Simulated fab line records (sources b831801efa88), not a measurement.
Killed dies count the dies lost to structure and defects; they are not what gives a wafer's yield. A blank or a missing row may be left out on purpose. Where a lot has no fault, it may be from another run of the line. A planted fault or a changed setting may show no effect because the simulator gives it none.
One fault through the eyes of 2 desks -- flow gf180mcu -- what lay behind the numbers comes last; until then each desk has only its own

== METROLOGY DESK ==
Means of the sampled wafers that have a number, per lot and without regard to the tool the lot ran on: this is what the gauges read. If a lot's mean is further than 4 standard deviations from the usual mean, the lot is out of limits and carries the mark OUT (the distance appears in the brackets).
Columns: A = V4_BOW at GF_V4_BOW_MEAS_05, usual 131 um
lot,first seen here,A
L382,day 23 16:25,139
L385,day 24 14:36,140
L386,day 24 18:52,142
L387,day 25 02:40,135
L388,day 25 07:23,137
L390,day 26 09:58,129
L393,day 27 04:55,128
L399,day 29 04:12,126
L400,day 29 08:41,137
L401,day 29 12:13,129
L402,day 29 18:28,126
L404,day 30 10:32,132
L405,day 30 11:41,144
Result from this desk: across the 13 lots, nothing is out of limits.

== THE TOOL OWNER'S DESK: litho track-01 ==
The tool's own readings at GF_MIM_DEVELOP_18 (develop time 60 s): means of the sampled wafers that have a number, for each lot that ran on this tool. If a lot's mean is further than 4 standard deviations from the usual mean, the lot is out of limits and carries the mark OUT (the distance appears in the brackets).
Columns: A = developer temp C at GF_MIM_DEVELOP_18, usual 23.01 C; B = exhaust pa at GF_MIM_DEVELOP_18, usual 44.9 Pa
lot,first seen here,A,B
L382,day 25 13:56,23.06,44.9
L385,day 26 11:01,22.90,45.4
L386,day 26 14:32,22.99,46.2
L387,day 26 22:01,22.85,43.8
L388,day 27 01:55,23.00,44.9
L393,day 28 22:07,22.91,45.0
L399,day 30 18:50,23.92 (+8.3) OUT,45.0
L400,day 30 22:56,23.91 (+8.2) OUT,44.4
Finding of this desk: L399, L400 out of limits; the first was L399 at day 30 18:50, on developer temp C at GF_MIM_DEVELOP_18. In limits: L382, L385, L386, L387, L388, L393.

== BROUGHT TOGETHER ==
An alarm could have come from the tool owner's desk at day 30 18:50, on L399, L400.
At the metrology desk, nothing out of limits was observed.
The metrology desk has L399, L400 on record, within its limits.
All the named lots went through GF_MIM_DEVELOP_18 on litho track-01.

== WHAT THE SIMULATOR HAD PUT IN ==
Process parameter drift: litho track-01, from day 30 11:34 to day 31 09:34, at GF_MIM_DEVELOP_18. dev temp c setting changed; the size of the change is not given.
Struck lots among those shown: L399, L400.
How many hours passed from the start of the fault until each desk's first out-of-limits reading: the tool owner's desk, 7.
